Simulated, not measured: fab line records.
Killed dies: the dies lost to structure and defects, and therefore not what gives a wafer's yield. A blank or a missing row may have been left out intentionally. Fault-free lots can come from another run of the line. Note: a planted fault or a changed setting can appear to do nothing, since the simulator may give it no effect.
fab line records	flow sky130
record lots=6	wafers=18	last-day=50
route steps=708 shown METAL2@489 PAD_OPEN@708
lots untouched by any fault: they come from a run of this same line in which no faults occurred
start-h: hours from the record's first day to the start of the lot's first wafer shown	wait-h: hours from the lot's prior step to this one	" as in the row above	L1.1+2: a row that stands for several wafers	- no value present, or no start provided	* or withheld: withheld	< > ~ a bound
route shown NAME@n: names a module that has steps shown in the file, with the first one's number in the route	usual: average and standard deviation across the fault-free wafers	same: alike in all rows	chamber/n: place in a boat	sites: the reading at each site	_std_site: their standard deviation	_edge_site: the outer-site mean with the inner-site mean subtracted	radius-mm: for every site, how far away it sits from the centre of the wafer	mask NAME#n: copy n	behind: the last tool/chamber to shape the wafer	hold: the reason the lot was held/the length of the hold in hours/how it ended	device: transistor that didn't switch, given as n, p or np	end of line: the same wafers' tests at the end of the route	a step given without rows: its recipe and nothing more	killed: count of dies lost to structure and defects at first sort (not the wafer's yield)	map: a wafer's dies, x killed, . not, _ none there
set.NAME: setting as actually run; set.NAME@STEP: the setting as run at that earlier step	model.NAME: the simulator's own value behind a step, which no gauge read
lots at some steps of the route; a table a step, a row a wafer
services: a tool's chamber out of use, with start hour (start-h, from the record's first day; less than 0 if before it), hours out, and reason
## steps
# step SKY_METAL2_THK_MEAS_06
# recipe thk-meas-gauge=xrf	reads=AlCu_of_METAL2_SPUTTER_02
# usual METAL2_ALCU_THK=251/3.3
lot.wafer	tool	chamber	start-h	wait-h	METAL2_ALCU_THK[nm]
L675.3	film-metro-03	-	855.91	0.1	252
L675.4	"	-	"	"	247
L675.6	"	-	"	"	249
L676.2	film-metro-03	-	856.74	0.1	246
L676.5	"	-	"	"	251
L676.6	"	-	"	"	245
L684.3	film-metro-01	-	916.04	0.1	246
L684.5	"	-	"	"	245
L684.6	"	-	"	"	249
L683.2	film-metro-04	-	917.47	0.1	255
L683.4	"	-	"	"	248
L683.5	"	-	"	"	254
L686.1	film-metro-03	-	917.52	0.1	258
L686.2	"	-	"	"	255
L686.4	"	-	"	"	254
L693.1	film-metro-04	-	964.28	0.1	248
L693.4	"	-	"	"	250
L693.6	"	-	"	"	246
# step SKY_METAL2_DEHYDRATE_07
# recipe temp-c=200	time-s=60
# step SKY_METAL2_HMDS_08
# recipe prime-time-s=60	prime-temp-c=120
# step SKY_METAL2_COAT_09
# recipe resist=BARC	temp-c=withheld	time-s=withheld	spin-rpm=3000	resist-thk-nm=60
# step SKY_METAL2_COAT_10
# recipe resist=KrF-thick	spin-rpm=3000	resist-thk-nm=450
# step SKY_METAL2_SOFTBAKE_11
# recipe temp-c=99.33	time-s=90	resist=KrF-thick
# step SKY_METAL2_EXPOSE_12
# recipe mask-id=MM2	na=0.8	source-shape=annular	sigma-inner=0.55	sigma-outer=0.85	target-cd-nm=140	dose-mj=28
# step SKY_METAL2_PEB_13
# recipe peb-temp-c=withheld	peb-time-s=withheld	resist=KrF-thick
# step SKY_METAL2_DEVELOP_14
# recipe develop-time-s=60	resist=KrF-thick	dev-temp-c=21
# step SKY_METAL2_CD_MEAS_15
# recipe target-cd-nm=140
# usual cd-nm=140.1/1.5
lot.wafer	tool	chamber	start-h	wait-h	cd-nm
L675.3	cd-sem-01	-	880.62	-	139.9
L675.4	"	-	"	"	139.2
L675.6	"	-	"	"	139.5
L676.2	cd-sem-02	-	880.95	-	140.1
L676.5	"	-	"	"	138.2
L676.6	"	-	"	"	137.9
L684.3	cd-sem-01	-	940.32	-	140.6
L684.5	"	-	"	"	141.1
L684.6	"	-	"	"	141.5
L683.2	cd-sem-01	-	942.46	-	141.3
L683.4	"	-	"	"	140.3
L683.5	"	-	"	"	140.6
L686.1	cd-sem-02	-	942.54	-	141.1
L686.2	"	-	"	"	139.5
L686.4	"	-	"	"	140.5
L693.1	cd-sem-01	-	988.49	-	139.9
L693.4	"	-	"	"	139.8
L693.6	"	-	"	"	140.7
# step SKY_METAL2_OVL_MEAS_16
# usual METAL2_OVL=-1/5.4
lot.wafer	tool	chamber	start-h	wait-h	METAL2_OVL[nm]
L675.3	overlay-01	-	880.71	0.1	-3
L675.4	"	-	"	"	2
L675.6	"	-	"	"	-3
L676.2	overlay-02	-	881.05	0.1	-2
L676.5	"	-	"	"	0
L676.6	"	-	"	"	0
L684.3	overlay-02	-	940.41	0.1	-1
L684.5	"	-	"	"	2
L684.6	"	-	"	"	-7
L683.2	overlay-01	-	942.57	0.1	5
L683.4	"	-	"	"	-10
L683.5	"	-	"	"	4
L686.1	overlay-02	-	942.66	0.1	13
L686.2	"	-	"	"	4
L686.4	"	-	"	"	0
L693.1	overlay-02	-	988.61	0.1	-8
L693.4	"	-	"	"	-4
L693.6	"	-	"	"	-4
# step SKY_METAL2_DESCUM_17
# recipe chemistry=O2	source-power-w=150	bias-power-w=0	pressure-mtorr=10	temp-c=40	time-s=8
# usual drypump-motor-current-A=5.4/0.32	oes-product-au=1.016/0.013
lot.wafer	tool	chamber	start-h	wait-h	drypump-motor-current-A	oes-product-au	rf-hours-counter-h
L675.3	rie-metal-02	1	880.74	0.0	5.3	1.013	-
L675.4	"	0	"	"	5.1	1.009	-
L675.6	"	0	"	"	5.1	1.005	-
L676.2	rie-metal-01	0	881.08	0.0	6.0	1.020	16
L676.5	"	0	"	"	6.0	1.006	-
L676.6	"	1	"	"	5.4	1.015	-
L684.3	rie-metal-02	1	940.44	0.0	5.2	1.018	-
L684.5	"	0	"	"	5.2	1.008	-
L684.6	"	1	"	"	5.2	1.024	-
L683.2	rie-metal-01	1	942.61	0.0	5.4	1.021	-
L683.4	"	1	"	"	5.4	1.023	-
L683.5	"	1	"	"	5.4	1.028	-
L686.1	rie-metal-02	0	942.69	0.0	5.1	0.994	8
L686.2	"	1	"	"	5.3	1.013	4
L686.4	"	0	"	"	5.2	0.997	-
L693.1	rie-metal-01	0	988.65	0.0	6.0	1.010	2
L693.4	"	0	"	"	6.0	1.019	-
L693.6	"	0	"	"	6.0	1.007	-
# step SKY_METAL2_ETCH_18
# recipe chemistry=N2/H2	target=BARC	ion-energy-ev=200	bias-w=100	pressure-mtorr=30	n2-flow-sccm=100	h2-flow-sccm=200	icp-w=500	stop-on=SiO2	time-s=45.9	target-depth-a=600
# usual drypump-motor-current-A=5.4/0.32	h2-flow-sccm=200.1/0.67	oes-product-au=0.855/0.0052	throttle-valve-pct=13.225/0.0094
lot.wafer	tool	chamber	start-h	wait-h	drypump-motor-current-A	h2-flow-sccm	oes-product-au	rf-hours-counter-h	throttle-valve-pct	model.KrF-thick_of_METAL2_COAT_10.thk-nm
L675.3	rie-metal-02	1	880.78	0.0	5.2	199.5	0.859	-	13.210	392.7
L675.4	"	0	"	"	5.2	199.8	0.854	-	13.219	393.3
L675.6	"	0	"	"	5.2	199.8	0.857	-	13.211	392.9
L676.2	rie-metal-01	0	881.11	0.0	6.0	199.8	0.849	16	13.220	393.8
L676.5	"	0	"	"	6.0	200.1	0.854	-	13.229	394.2
L676.6	"	1	"	"	5.4	199.7	0.854	-	13.220	392.5
L684.3	rie-metal-02	1	940.48	0.0	5.3	200.7	0.854	-	13.211	403.9
L684.5	"	0	"	"	5.1	200.4	0.852	-	13.227	394.8
L684.6	"	1	"	"	5.3	200.7	0.841	-	13.236	404
L683.2	rie-metal-01	1	942.68	0.1	5.4	199.8	0.850	-	13.225	390.8
L683.4	"	1	"	"	5.4	200.7	0.844	-	13.215	391.9
L683.5	"	1	"	"	5.4	200.4	0.861	-	13.224	392.6
L686.1	rie-metal-02	0	942.72	0.0	5.2	200.4	0.858	8	13.227	394.3
L686.2	"	1	"	"	5.3	200.9	0.854	4	13.229	404.9
L686.4	"	0	"	"	5.2	199.8	0.854	-	13.216	394.3
L693.1	rie-metal-01	0	988.68	0.0	6.0	199.2	0.843	2	13.235	392.3
L693.4	"	0	"	"	6.0	199.6	0.853	-	13.228	392.2
L693.6	"	0	"	"	6.0	199.2	0.865	-	13.241	392.1
# step SKY_METAL2_METAL_ETCH_19
# recipe target-depth-a=3600	stop-on=SiO2	over-etch-frac=0.3	time-s=78	chemistry=Cl2/BCl3	resist-sidewall-deg=88	pressure-mtorr=10	icp-w=900	bias-w=48.5	Cl2_flow_sccm=60	bcl3-flow-sccm=30
# usual drypump-motor-current-A=5.4/0.32	oes-product-au=0.855/0.0065	throttle-valve-pct=22.264/0.009
lot.wafer	tool	chamber	start-h	wait-h	drypump-motor-current-A	oes-product-au	rf-hours-counter-h	throttle-valve-pct	model.KrF-thick_of_METAL2_COAT_10.thk-nm
L675.3	rie-metal-02	1	880.86	0.1	5.3	0.858	-	22.269	148.8
L675.4	"	0	"	"	5.2	0.849	-	22.282	158.5
L675.6	"	0	"	"	5.1	0.852	-	22.268	157.3
L676.2	rie-metal-01	0	881.18	0.0	6.0	0.852	16	22.264	153.5
L676.5	"	0	"	"	6.0	0.850	-	22.259	154.6
L676.6	"	1	"	"	5.4	0.845	-	22.271	151.7
L684.3	rie-metal-02	1	940.56	0.1	5.3	0.851	-	22.260	161.7
L684.5	"	0	"	"	5.1	0.856	-	22.277	157.5
L684.6	"	1	"	"	5.3	0.857	-	22.263	161.8
L686.1	rie-metal-02	0	942.79	0.0	5.2	0.846	8	22.257	160
L686.2	"	1	"	"	5.3	0.854	4	22.262	164.7
L686.4	"	0	"	"	5.2	0.860	-	22.264	159
L683.2	rie-metal-01	1	942.82	0.1	5.4	0.854	-	22.260	149.7
L683.4	"	1	"	"	5.4	0.839	-	22.261	149.6
L683.5	"	1	"	"	5.4	0.851	-	22.269	150.8
L693.1	rie-metal-01	0	988.74	0.0	6.0	0.849	2	22.265	151
L693.4	"	0	"	"	6.0	0.855	-	22.253	151.9
L693.6	"	0	"	"	6.0	0.845	-	22.270	153.1
# step SKY_METAL2_STRIP_20
# recipe chemistry=O2/N2	power-w=1400	pressure-mtorr=1500	platen-temp-c=withheld	o2-flow-sccm=3000	n2-flow-sccm=300	overash-fraction=0.5
# usual drypump-motor-current-A=5.6/0.65	o2-flow-sccm=2999/8.1	oes-product-au=0.341/0.005	strip-time-to-endpoint-s=2.63/0.063
lot.wafer	tool	chamber	start-h	wait-h	drypump-motor-current-A	o2-flow-sccm	oes-product-au	rf-hours-counter-h	strip-time-to-endpoint-s
L675.3	plasma-asher-01	1	880.95	0.1	4.9	2996	0.340	-	2.58
L675.4	"	0	"	"	5.2	3005	0.339	-	2.71
L675.6	"	0	"	"	5.2	3010	0.336	-	2.70
L676.2	plasma-asher-04	1	881.27	0.1	5.8	2992	0.348	75	2.64
L676.5	"	0	"	"	6.6	3012	0.336	-	2.65
L676.6	"	1	"	"	5.8	2997	0.340	-	2.60
L684.3	plasma-asher-01	1	940.65	0.1	4.9	3011	0.342	-	2.73
L684.5	"	1	"	"	4.9	2992	0.353	-	2.69
L684.6	"	0	"	"	5.3	2994	0.345	-	2.73
L686.1	plasma-asher-01	1	942.88	0.1	4.8	3008	0.348	112	2.71
L686.2	"	0	"	"	5.2	3010	0.354	112	2.77
L686.4	"	0	"	"	5.2	3003	0.343	-	2.70
L683.2	plasma-asher-02	0	942.97	0.1	5.0	3000	0.336	49	2.60
L683.4	"	1	"	"	6.1	3027	0.341	-	2.58
L683.5	"	0	"	"	5.0	2997	0.346	-	2.61
L693.1	plasma-asher-04	0	988.83	0.1	6.6	3009	0.343	86	2.60
L693.4	"	1	"	"	5.8	2994	0.347	-	2.62
L693.6	"	0	"	"	6.6	3008	0.343	-	2.63
# step SKY_PAD_OPEN_PROBE_99
# usual defect-limited-yield=82.8/1.8	killed_at_M0_to_M3=42/5.8	killed_at_M4_up=3.0/2	killed-at-contacts=24/5.5	killed-at-front-end=15/3.9	killed-at-other=0.3/0.54	killed-dies=85/8.8	killed-open=47/6.8	killed-short=38/5.9	sort_bin_3_pad_short=0.9/0.41	sort_bin_5_function=10.1/1.4	sort_bin_6_memory=6.2/1.2	sort-n-pass=407/8.8	sort-yield-pct=82.8/1.8
# same gross-dies=492	killed-at-back-side=0	sort_bin_4_leakage[%]=0	sort_bin_8_speed[%]=0
lot.wafer	tool	chamber	start-h	wait-h	defect-limited-yield[%]	killed_at_M0_to_M3	killed_at_M4_up	killed-at-contacts	killed-at-front-end	killed-at-other	killed-dies	killed-open	killed-short	sort_bin_3_pad_short[%]	sort_bin_5_function[%]	sort_bin_6_memory[%]	sort-n-pass	sort-yield-pct[%]	model.etest.met2-comb.leak-log10-a-um
L675.3	prober-02	-	1120.43	0.2	85.0	40	1	18	15	0	74	27	47	1.2	10.0	3.9	418	85.0	-12.2
L675.4	prober-02	-	1120.48	0.2	79.9	48	2	24	25	0	99	48	51	1.0	11.0	8.1	393	79.9	-12.34
L675.6	prober-02	-	1120.58	0.2	83.9	38	1	23	17	0	79	45	34	0.6	11.8	3.7	413	83.9	-11.92
L676.2	prober-01	-	1122.99	0.1	84.6	34	8	25	9	0	76	33	43	0.6	8.9	5.9	416	84.6	-11.96
L676.5	prober-01	-	1123.14	0.2	83.5	29	2	31	19	0	81	47	34	0.2	9.6	6.7	411	83.5	-11.94
L676.6	prober-01	-	1123.19	0.2	82.3	43	7	23	14	0	87	42	45	0.6	9.8	7.3	405	82.3	-12.11
L684.3	prober-01	-	1168.94	0.2	80.9	53	4	23	14	0	94	49	45	0.8	11.4	6.9	398	80.9	-11.84
L684.5	prober-01	-	1169.04	0.2	80.7	37	3	33	22	0	95	55	40	1.2	10.6	7.5	397	80.7	-12.09
L684.6	prober-01	-	1169.09	0.2	78.9	44	5	34	20	1	104	61	43	0.8	10.2	10.2	388	78.9	-11.53
L683.2	prober-02	-	1172.54	0.1	84.1	36	4	25	13	0	78	50	28	0.6	9.8	5.5	414	84.1	-11.95
L683.4	prober-02	-	1172.64	0.2	84.1	42	1	26	9	0	78	42	35	0.4	10.0	5.5	414	84.1	-11.87
L683.5	prober-02	-	1172.69	0.2	84.1	37	4	26	11	0	78	42	35	1.0	9.1	5.7	414	84.1	-12.02
L686.1	prober-01	-	1175.11	0.1	84.6	39	3	21	13	0	76	42	34	0.8	7.7	6.9	416	84.6	-12.05
L686.2	prober-01	-	1175.16	0.1	82.5	43	1	26	16	0	86	44	42	1.0	11.0	5.5	406	82.5	-11.85
L686.4	prober-01	-	1175.26	0.2	83.5	42	3	23	13	0	81	42	39	0.8	11.8	3.9	411	83.5	-11.99
L693.1	prober-01	-	1201.43	0.1	85.2	37	3	16	17	0	73	35	33	1.4	8.9	4.5	419	85.2	-12.05
L693.4	prober-01	-	1201.58	0.2	84.8	33	4	27	11	0	75	33	40	1.0	9.3	4.9	417	84.8	-12.07
L693.6	prober-01	-	1201.68	0.2	83.3	33	6	23	20	0	82	49	32	0.6	10.0	6.1	410	83.3	-11.96
# killed by level:class
L675.3 FIELD_ISO:geometric-particle:short=9 METAL2:geometric-particle:short=7 METAL1:geometric-particle:short=7 CONTACT:geometric-particle:short=5 VIA1:geometric-particle:open=5 VIA2:geometric-particle:short=5 LI_CONTACT:geometric-particle:open=4 CONTACT:geometric-particle:open=4
L675.4 VIA2:geometric-particle:open=9 VIA1:geometric-particle:open=8 VIA1:geometric-particle:short=7 POLY_GATE:geometric-particle:open=6 CONTACT:geometric-particle:open=6 CONTACT:geometric-particle:short=6 VIA3:geometric-particle:open=6 LOCAL_INTERCONNECT:geometric-particle:short=5
L675.6 VIA1:geometric-particle:open=9 VIA3:geometric-particle:open=8 FIELD_ISO:geometric-particle:open=6 LOCAL_INTERCONNECT:geometric-particle:short=6 CONTACT:geometric-particle:open=6 VIA1:geometric-particle:short=6 POLY_GATE:geometric-particle:open=5 CONTACT:geometric-particle:short=5
L676.2 CONTACT:geometric-particle:open=7 CONTACT:geometric-particle:short=7 METAL1:geometric-particle:short=6 METAL4:geometric-particle:short=6 FIELD_ISO:geometric-particle:open=5 LI_CONTACT:geometric-particle:open=4 LOCAL_INTERCONNECT:geometric-particle:short=4 METAL2:geometric-particle:short=4
L676.5 LI_CONTACT:geometric-particle:open=12 CONTACT:geometric-particle:open=10 VIA3:geometric-particle:open=9 FIELD_ISO:geometric-particle:open=7 METAL2:geometric-particle:short=7 POLY_GATE:geometric-particle:open=4 CONTACT:geometric-particle:short=4 FIELD_ISO:geometric-particle:short=3
L676.6 VIA1:geometric-particle:open=9 VIA2:geometric-particle:open=8 CONTACT:geometric-particle:open=6 LI_CONTACT:geometric-particle:open=6 METAL1:geometric-particle:short=6 METAL2:geometric-particle:short=6 VIA2:geometric-particle:short=5 METAL4:geometric-particle:short=5
L684.3 VIA1:geometric-particle:open=11 VIA3:geometric-particle:open=9 CONTACT:geometric-particle:open=8 LI_CONTACT:geometric-particle:open=7 VIA2:geometric-particle:short=6 POLY_GATE:geometric-particle:short=5 POLY_GATE:geometric-particle:open=5 CONTACT:geometric-particle:short=5
L684.5 CONTACT:geometric-particle:open=15 LI_CONTACT:geometric-particle:open=9 POLY_GATE:geometric-particle:open=8 POLY_GATE:geometric-particle:short=7 VIA1:geometric-particle:open=7 VIA3:geometric-particle:open=6 VIA2:geometric-particle:short=5 CONTACT:geometric-particle:short=4
L684.6 VIA1:geometric-particle:open=13 CONTACT:geometric-particle:open=11 CONTACT:geometric-particle:short=7 VIA3:geometric-particle:open=7 LI_CONTACT:geometric-particle:open=6 LOCAL_INTERCONNECT:geometric-particle:short=6 VIA1:geometric-particle:short=6 VIA2:geometric-particle:open=6
L683.2 VIA1:geometric-particle:open=13 LI_CONTACT:geometric-particle:open=10 CONTACT:geometric-particle:open=10 VIA2:geometric-particle:open=6 POLY_GATE:geometric-particle:open=4 METAL1:geometric-particle:short=4 METAL2:geometric-particle:short=4 FIELD_ISO:geometric-particle:open=3
L683.4 VIA1:geometric-particle:open=13 CONTACT:geometric-particle:open=8 LI_CONTACT:geometric-particle:short=6 LI_CONTACT:geometric-particle:open=5 LOCAL_INTERCONNECT:geometric-particle:short=5 VIA1:geometric-particle:short=4 VIA2:geometric-particle:open=4 FIELD_ISO:geometric-particle:short=3
L683.5 CONTACT:geometric-particle:open=13 VIA1:geometric-particle:open=10 METAL1:geometric-particle:short=8 LI_CONTACT:geometric-particle:open=7 VIA1:geometric-particle:short=5 VIA3:geometric-particle:open=4 METAL2:geometric-particle:short=4 POLY_GATE:geometric-particle:short=3
L686.1 VIA1:geometric-particle:open=8 LI_CONTACT:geometric-particle:open=7 CONTACT:geometric-particle:open=7 METAL2:geometric-particle:short=6 METAL1:geometric-particle:short=6 VIA2:geometric-particle:open=5 VIA3:geometric-particle:open=4 FIELD_ISO:geometric-particle:short=3
L686.2 VIA1:geometric-particle:open=12 CONTACT:geometric-particle:short=8 METAL2:geometric-particle:short=8 VIA1:geometric-particle:short=6 POLY_GATE:geometric-particle:open=5 CONTACT:geometric-particle:open=5 VIA2:geometric-particle:open=5 FIELD_ISO:geometric-particle:short=4
L686.4 CONTACT:geometric-particle:open=10 VIA1:geometric-particle:open=8 METAL1:geometric-particle:short=7 METAL2:geometric-particle:short=7 POLY_GATE:geometric-particle:short=5 VIA2:geometric-particle:open=5 LI_CONTACT:geometric-particle:open=4 METAL3:geometric-particle:short=4
L693.1 VIA1:geometric-particle:open=12 VIA1:geometric-particle:short=8 FIELD_ISO:geometric-particle:open=5 NWELL:coat-microbubble-printed=5 METAL2:geometric-particle:short=5 FIELD_ISO:geometric-particle:short=4 LI_CONTACT:geometric-particle:open=4 CONTACT:geometric-particle:short=4
L693.4 CONTACT:geometric-particle:open=7 LI_CONTACT:geometric-particle:open=6 VIA1:geometric-particle:open=6 LI_CONTACT:geometric-particle:short=5 CONTACT:geometric-particle:short=5 METAL1:geometric-particle:short=5 METAL2:geometric-particle:short=5 METAL4:geometric-particle:short=4
L693.6 LI_CONTACT:geometric-particle:open=10 VIA1:geometric-particle:open=10 CONTACT:geometric-particle:open=8 FIELD_ISO:geometric-particle:open=7 METAL2:geometric-particle:short=7 METAL4:geometric-particle:short=5 FIELD_ISO:geometric-particle:short=4 VIA2:geometric-particle:open=4
## services
tool	chamber	start-h	hours	kind
plasma-asher-04	-	898.49	6.0	repair
plasma-asher-01	-	916.67	2.8	pm
rie-metal-01	0	936.92	-	clean
rie-metal-01	0	936.92	18.3	scheduled-down
rie-metal-01	0	936.92	18.3	vent-cycle
rie-metal-01	-	981.74	4.0	pm
## key
first-sign none at tools or gauges
model-effect step=SKY_METAL2_ETCH_18	value=KrF-thick_of_METAL2_COAT_10.thk-nm	without=392.9	struck=404.3
model-effect step=SKY_METAL2_METAL_ETCH_19	value=KrF-thick_of_METAL2_COAT_10.thk-nm	without=151.3	struck=162.8
model-effect step=SKY_PAD_OPEN_PROBE_99	value=etest.met2-comb.leak-log10-a-um	without=-11.99	struck=-11.74
met-at SKY_METAL2_ETCH_18
struck-wafers L684.3,L684.6,L686.2
onset-between 880.78 940.48
fault kind=process-parameter-drift	tool=rie-metal-02	chamber=1	onset-h=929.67	steps=SKY_METAL2_ETCH_18	channel=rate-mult	offset=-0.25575	shape=step	end-h=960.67
